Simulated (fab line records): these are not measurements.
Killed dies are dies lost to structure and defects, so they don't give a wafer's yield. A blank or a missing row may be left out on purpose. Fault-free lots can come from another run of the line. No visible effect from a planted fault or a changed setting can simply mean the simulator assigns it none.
Chamber matching + flow gf180mcu + rie-diel-04 running GF_V5_ETCH_16: 4 sister chambers
The step etches BARC in N2/H2. 4 wafers are shown with their chamber, then 7 later ones without.

## EACH WAFER AND ITS CHAMBER
| wafer  | chamber | drypump-motor-current-A (A) |
|--------|---------|-----------------------------|
| L087.1 | 1       | 6.1                         |
| L092.5 | 2       | 5.9                         |
| L093.1 | 0       | 5.3                         |
| L093.5 | 3       | 6.7                         |

## WAFERS WHOSE CHAMBER IS MISSING
| wafer  | drypump-motor-current-A (A) |
|--------|-----------------------------|
| L093.6 | 5.9                         |
| L094.2 | 6.1                         |
| L094.3 | 5.9                         |
| L094.5 | 5.3                         |
| L095.1 | 5.9                         |
| L095.2 | 6.1                         |
| L095.6 | 5.2                         |

## CHAMBER TAKEN BY EACH
| wafer  | from the rows above | in truth |
|--------|---------------------|----------|
| L093.6 | 2                   | 2        |
| L094.2 | 1                   | 1        |
| L094.3 | 2                   | 2        |
| L094.5 | 0                   | 0        |
| L095.1 | 2                   | 2        |
| L095.2 | 1                   | 1        |
| L095.6 | 0                   | 0        |
Correct placement for 7 of the 7. Number that these rows cannot place: 0. Number placed wrongly: 0.
How it was worked out, from the rows above alone: a wafer's distance from a chamber is the root of the sum, over the readings, of the square of ((its reading less the chamber's mean) divided by the reading's scatter). The wafer belongs to the nearest chamber; if the next one is less than 2 further off, it can't be placed. Each chamber's mean is taken over the wafers shown for it. The scatter: root of mean squared gap, hidden wafer to nearest shown wafer, with one shown wafer a chamber.
